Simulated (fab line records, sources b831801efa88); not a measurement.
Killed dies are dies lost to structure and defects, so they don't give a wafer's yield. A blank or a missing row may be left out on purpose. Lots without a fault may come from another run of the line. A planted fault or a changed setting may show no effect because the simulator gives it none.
Problem report in the 8D (eight disciplines) form, filled by code | flow sky130 | the parts of the form that need people (team, actions taken, sign-off) are left out

1. THE PROBLEM
run_length_s at SKY_VIA4_HDPCVD_00 reads a mean of 306.9 s on 2 wafers of 2 lots; wafers without a fault read 319.4 s with a standard deviation of 0.45. That is -28 standard deviations from the usual mean.
The step: deposits SiO2, target thk 1750 nm, time 291.7 s.
First seen on wafer L215.5, day 47 04:06, on hdpcvd-01. The record holds 35 wafers of 12 lots with a number at this step. Rule for "out", or "out of limits": more than 4 standard deviations from the usual mean. The other wafers with a number count as sound.

2. WHAT IT IS AND WHAT IT IS NOT
question                    | is                | is not
which readings at this step | run_length_s      | -
which lots                  | L215, L217        | L196, L198, L199, L201, L202, L204, L205, L206, L207, L208
which wafers of those lots  | L215.5, L217.5    | L215.6, L217.2, L217.4
read on which tools         | hdpcvd-01         | hdpcvd-02
when                        | from day 47 04:06 | up to then (31 sound wafers); but 2 sound wafers of L217 came after

3. SUSPECTS, AND WHAT RULES EACH OUT
Counting: a tool at a process step up to the reading stays a suspect if it ran every lot that is out. Sound lots after the first of them don't rule it out here, since some wafers of a struck lot are sound.
- cmp-01 at SKY_VIA2_CMP_02 (polishes SiO2): kept. It ran every lot that is out, first L215 (day 41 06:34); its last sound lot up to then is L206 (day 38 21:22).
- hdpcvd-01 at SKY_VIA4_HDPCVD_00 (deposits SiO2, target thk 1750 nm, time 291.7 s): kept. It ran every lot that is out, first L215 (day 47 04:06); its last sound lot up to then is L208 (day 45 13:52). Its own readings are out on those wafers: run_length_s.
Left after counting: cmp-01 at SKY_VIA2_CMP_02, hdpcvd-01 at SKY_VIA4_HDPCVD_00.

4. THE CAUSE (what the simulator had put in)
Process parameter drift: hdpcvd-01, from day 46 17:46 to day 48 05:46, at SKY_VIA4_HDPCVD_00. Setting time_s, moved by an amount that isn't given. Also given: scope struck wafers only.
Counting left 2 suspects, and this tool is among them.

5. THE CHAIN OF EFFECTS, in route order
Each row: a reading whose mean over the struck wafers that have a number lies more than 3 standard deviations from the usual. Only readings for which the record gives a usual standard deviation are gone through. hours: the time from each lot's start at the first step in this table that gives one to its start at this step, as a median over the lots. sigmas: the change in usual standard deviations.
hours | step                 | reading         | usual   | on struck wafers | change | sigmas
0     | SKY_VIA4_HDPCVD_00   | run_length_s    | 319.4 s | 306.9            | -12.5  | -28
0     | SKY_VIA4_THK_MEAS_01 | VIA4_HDPCVD_THK | 1748 nm | 1637             | -111   | -3.1
The process steps in it:
- SKY_VIA4_HDPCVD_00: deposits SiO2, target thk 1750 nm, time 291.7 s.

6. WHAT WOULD HAVE CAUGHT IT SOONER
In this record the first reading out of limits was taken at day 47 04:06, 10 hours after the fault began at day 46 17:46.
